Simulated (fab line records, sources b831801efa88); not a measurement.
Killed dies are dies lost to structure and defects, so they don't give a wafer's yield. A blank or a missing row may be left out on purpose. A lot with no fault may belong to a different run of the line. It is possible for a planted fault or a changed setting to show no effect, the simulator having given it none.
8D (eight disciplines) problem report, filled in by code -- flow sky130 -- the parts of the form that need people (team, actions taken, sign-off) are left out

== 1. WHAT WENT WRONG ==
At SKY_PAD_OPEN_PROBE_99, killed_at_M4_up averages 59.7 over 6 wafers from 2 lots, while fault-free wafers read 3.0, standard deviation 1.8. Measured from the usual mean, that is +31 standard deviations.
Seen first at day 49 10:47 on prober-02, wafer L274.1. The record holds 6 wafers of 2 lots with a number at this step. Rule for "out" (also "out of limits"): further than 4 standard deviations from the usual mean. Any other wafer with a number is counted as sound.

== 2. WHAT IT IS, AND WHAT IT ISN'T ==
question,is,is not
which readings at this step,"killed_at_M4_up, defect-limited-yield, killed-dies, sort_bin_3_pad_short, sort-n-pass, sort-yield-pct","killed-at-front-end, killed-at-other, killed-short"
which lots,"L274, L278",-
which wafers of those lots,all that have a number,-
read on which tools,prober-02,-
when,from day 49 10:47,up to then (0 sound wafers)

== 3. SUSPECTS, AND WHAT RULES EACH OUT ==
Counting: a tool stays on the suspect list if, at a process step up to the reading, it processed all lots that are out and no sound lot following the first of them.
- plasma-asher-02 at SKY_METAL5_STRIP_16 (strips in O2/N2): kept. It ran every lot that is out, first L274 (day 47 16:41), and no sound lot after that.
- prober-02 at SKY_PAD_OPEN_PROBE_99: kept. It ran every lot that is out, first L274 (day 49 10:47), and no sound lot after that. On those wafers its own readings are out: defect-limited-yield, killed_at_M4_up, killed-dies, sort_bin_3_pad_short, sort-n-pass, sort-yield-pct.
Remaining after the count are plasma-asher-02 at SKY_METAL5_STRIP_16 and prober-02 at SKY_PAD_OPEN_PROBE_99.

== 4. THE CAUSE (what the simulator had put in) ==
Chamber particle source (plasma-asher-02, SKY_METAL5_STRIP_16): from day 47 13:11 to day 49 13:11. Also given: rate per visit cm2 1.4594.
Counting left 2 suspects, and this tool is among them.

== 5. THE CHAIN OF EFFECTS, in route order ==
Each row: a reading whose mean over the struck wafers that have a number lies more than 3 standard deviations from the usual. Only readings for which the record gives a usual standard deviation are gone through. hours: the time from each lot's start at the first step in this table that gives one to its start at this step, as a median over the lots. sigmas: the change in usual standard deviations.
hours,step,reading,usual,on struck wafers,change,sigmas
0,SKY_PAD_OPEN_PROBE_99,defect-limited-yield,82.7 %,71.2,-11.5,-6.1
0,SKY_PAD_OPEN_PROBE_99,killed_at_M4_up,3.0,59.7,+56.7,+31
0,SKY_PAD_OPEN_PROBE_99,killed-dies,85,142,+57,+6.2
0,SKY_PAD_OPEN_PROBE_99,sort_bin_3_pad_short,0.8 %,4.1,+3.3,+7.7
0,SKY_PAD_OPEN_PROBE_99,sort_bin_5_function,10.3 %,17.8,+7.4,+5.0
0,SKY_PAD_OPEN_PROBE_99,sort-n-pass,407,350,-57,-6.2
0,SKY_PAD_OPEN_PROBE_99,sort-yield-pct,82.7 %,71.2,-11.5,-6.1
Here are the process steps it includes:
- SKY_PAD_OPEN_PROBE_99

== 6. WHAT WOULD HAVE CAUGHT IT SOONER ==
In this record the first reading out of limits was taken at day 49 10:47, 46 hours after the fault began at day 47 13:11.
No tool reading at SKY_METAL5_STRIP_16 that has a usual standard deviation in the record was out on any struck wafer, so an alarm limit of 4 standard deviations on those readings would not have fired.
Lots out: 2; all had begun SKY_METAL5_STRIP_16 on plasma-asher-02 by day 49 10:47. Had the tool been put on hold then, not one of them would have been saved.
